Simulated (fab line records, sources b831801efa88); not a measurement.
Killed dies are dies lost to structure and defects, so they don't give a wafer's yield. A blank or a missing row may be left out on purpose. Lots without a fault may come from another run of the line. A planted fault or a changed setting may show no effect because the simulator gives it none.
Which tool did it? | flow sky130 | 7 lots, 21 wafers sampled, at 3 steps of a route of 708

WHAT THE GAUGES READ, wafer by wafer
SKY_LOCAL_INTERCONNECT_RS_MEAS_01: measures by four-point-probe.
lot  | measured     | on            | LOCAL_INTERCONNECT_TIN_RS (ohm/sq)
L796 | day 29 19:47 | film_metro-01 | 14.25 14.23 14.27
L800 | day 31 10:24 | film_metro-02 | 14.39 14.14 14.02
L802 | day 31 20:12 | film_metro-01 | 14.09 14.15 13.95
L806 | day 33 12:14 | film_metro-01 | 14.54 14.71 14.63
L812 | day 35 01:09 | film_metro-02 | 12.65 12.61 12.78
L815 | day 35 22:29 | film_metro-04 | 14.17 14.25 14.24
L818 | day 36 15:59 | film_metro-04 | 14.20 14.41 14.22

WHICH TOOL RAN EACH LOT (tool, then ch and the chambers of the sampled wafers, then the start)
lot  | SKY_LDD_LDN_STRIP_12                 | SKY_LOCAL_INTERCONNECT_SPUTTER_00
L796 | plasma_asher-02 ch 0,1, day 23 14:17 | pvd_sputter-04, day 29 19:43
L800 | plasma_asher-02 ch 0,1, day 25 07:55 | pvd_sputter-02, day 31 10:17
L802 | plasma_asher-02 ch 0,1, day 25 16:59 | pvd_sputter-02, day 31 20:07
L806 | plasma_asher-01 ch 0, day 27 10:50   | pvd_sputter-04, day 33 12:10
L812 | plasma_asher-04 ch 0,1, day 29 04:23 | pvd_sputter-01, day 35 01:05
L815 | plasma_asher-01 ch 0,1, day 29 23:50 | pvd_sputter-04, day 35 22:26
L818 | plasma_asher-04 ch 0,1, day 30 20:20 | pvd_sputter-02, day 36 15:55
- SKY_LDD_LDN_STRIP_12: strips in O2/N2.
- SKY_LOCAL_INTERCONNECT_SPUTTER_00: material TiN, target thk 100 nm, time 83.3 s.

THE ANSWER, worked out from the rows above alone
Rule: what is usual is taken from the lots themselves. Put in order of their means at a reading, lots are off if they are a third of the lots or fewer, leave a main group of 4 or more, and stand apart from it by a gap of 3 or more times the standard deviation of the main group's means; of several such gaps the widest counts. A main group whose means are all the same, to the digits that the tables above print for the reading, isn't used. A lot without any number at a reading at which 4 lots or more have one is off too. The other lots that the step has rows for count as sound.
Off: L812, at SKY_LOCAL_INTERCONNECT_RS_MEAS_01 (LOCAL_INTERCONNECT_TIN_RS). The main group: mean 14.27 ohm/sq, standard deviation 0.17.
A tool fits if, at a process step before that reading, it ran every lot that is off, and no sound lot after the first of them. The gauges at SKY_LOCAL_INTERCONNECT_RS_MEAS_01 are tried like those tools. Can't be told from this: 2 tools fit, pvd_sputter-01 at SKY_LOCAL_INTERCONNECT_SPUTTER_00, film_metro-02 at SKY_LOCAL_INTERCONNECT_RS_MEAS_01.

WHAT THE SIMULATOR HAD PUT IN
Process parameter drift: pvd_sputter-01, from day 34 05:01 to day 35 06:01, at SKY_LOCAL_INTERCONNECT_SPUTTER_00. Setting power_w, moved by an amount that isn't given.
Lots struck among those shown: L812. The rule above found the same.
